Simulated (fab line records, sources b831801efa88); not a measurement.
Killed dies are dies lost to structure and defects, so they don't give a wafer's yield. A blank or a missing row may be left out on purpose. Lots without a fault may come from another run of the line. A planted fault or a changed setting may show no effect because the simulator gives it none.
A struck lot beside a sound one | flow sky130 | 18 steps out of a route of 708
Sound: wafers L854.1, L854.3, L854.6. Struck: wafers L855.2, L855.3, L855.6. The cause comes at the end.
At each step with rows: each side's tool, then ch and its chambers, then its first start. Under that, the readings that differ: sound wafers | struck wafers | difference of the means | sigmas: that difference in standard deviations of wafers without a fault.
alike: readings whose means differ by less than 2 such deviations, and words and numbers that are the same on both sides. not compared: withheld readings, readings that some wafer has no value for, bounds like >300 that may hide the same value, and numbers for which the record gives no deviation and whose values overlap.
The two part at a step that has a row with sigmas, a row that says differs or no value, or rows on one side only. Numbers that don't overlap but have no deviation are shown without sigmas and don't part them. A reading that every wafer of one side lacks parts them only if that side has two wafers or more.

first, 3 steps without rows for these wafers: SKY_VIA2_EXPOSE_09 (exposes mask VIM2, target cd 200 nm); SKY_VIA2_PEB_10; SKY_VIA2_DEVELOP_11 (develop time 60 s).
SKY_VIA2_CD_MEAS_12: target cd 200 nm.
  sound on cd_sem-02, day 34 21:40; struck on cd_sem-01, day 35 10:13
  alike: cd_nm
SKY_VIA2_OVL_MEAS_13:
  sound on overlay-01, day 34 21:47; struck on overlay-01, day 35 10:19
  alike: VIA2_OVL
SKY_VIA2_ETCH_14: etches BARC in N2/H2, stops on SiO2, time 45.9 s, target depth 60 nm.
  sound on rie_diel-03 ch 1,2, day 34 21:49; struck on rie_diel-04 ch 0,2,3, day 35 10:20
  alike: drypump_motor_current_A, oes_product_au, throttle_valve_pct
  not compared: rf_hours_counter_h
SKY_VIA2_ETCH_15: etches SiO2 in C4F8/O2/Ar, stops on TiN, target depth 546 nm, time 84 s.
  sound on rie_diel-03 ch 1,2, day 34 21:51; struck on rie_diel-04 ch 0,2,3, day 35 10:23
  alike: oes_product_au
  not compared: rf_hours_counter_h
SKY_VIA2_STRIP_16: strips in O2/N2.
  sound on plasma_asher-04 ch 0,1, day 34 21:55; struck on plasma_asher-04 ch 0,1, day 35 10:27
  alike: drypump_motor_current_A, oes_product_au, strip_time_to_endpoint_s
  not compared: rf_hours_counter_h
then, 3 steps without rows for these wafers: SKY_VIA2_STRIP_17 (strips in post etch residue remover, time 1200 s); SKY_VIA2_CLEAN_18 (cleans in IPA, time 180 s); SKY_VIA2_CLEAN_19 (cleans in O3/DIW).
SKY_VIA2_SPUTTER_20: material TiN, target thk 20 nm, time 80 s.
  sound on pvd_sputter-01, day 34 22:31; struck on pvd_sputter-03, day 35 11:02
  alike: throttle_valve_pct
SKY_VIA2_CVD_21: deposits W, target thk 420 nm, time 126.4 s.
  sound on cvd_w-02 ch 0,1, day 34 22:35; struck on cvd_w-02 ch 1, day 35 11:06
  reading                            | sound           | struck          | difference | sigmas
  model.W_of_VIA2_CVD_21.thk_nm (nm) | 423.8 421.8 430 | 242.3 245.2 241 | -182.4     |
  alike: heater_power_w, susceptor_temp_C
SKY_VIA2_RS_MEAS_22: measures by four-point-probe.
  sound on film_metro-04, day 34 22:43; struck on film_metro-01, day 35 11:15
  reading            | sound             | struck            | difference | sigmas
  VIA2_W_RS (ohm/sq) | 0.270 0.271 0.266 | 0.475 0.470 0.479 | +0.206     | +62
SKY_VIA2_THK_MEAS_23: measures by xrf.
  sound on film_metro-04, day 34 22:50; struck on film_metro-01, day 35 11:22
  reading         | sound       | struck      | difference | sigmas
  VIA2_W_THK (nm) | 407 404 414 | 236 240 236 | -171       | -32
SKY_VIA2_CMP_24: polishes, stops on SiO2, t overpolish 20 s, target thk 0 nm.
  sound on cmp-02 ch 0,1,2, day 34 22:56; struck on cmp-02 ch 0,1,2, day 35 11:25
  reading                      | sound             | struck            | difference | sigmas
  retaining_ring_pressure_frac | 1.004 1.007 1.004 | 1.000 0.991 0.992 | -0.011     | -2
  time_to_endpoint_s (s)       | 99 102 101        | 54 55 56          | -46        | -14
  alike: motor_current_A, slurry_flow_ml_min
SKY_METAL3_SPUTTER_00: material Ti, target thk 15 nm, time 10 s.
  sound on pvd_sputter-04, day 34 23:11; struck on pvd_sputter-01, day 35 11:43
  alike: throttle_valve_pct
SKY_PAD_OPEN_PROBE_99:
  the record has rows for the sound wafers here (prober-01, day 44 19:05) and none for the struck ones

WHERE THEY PART
First at SKY_VIA2_RS_MEAS_22; last, within this record, at SKY_PAD_OPEN_PROBE_99.

WHY: what the simulator had put in
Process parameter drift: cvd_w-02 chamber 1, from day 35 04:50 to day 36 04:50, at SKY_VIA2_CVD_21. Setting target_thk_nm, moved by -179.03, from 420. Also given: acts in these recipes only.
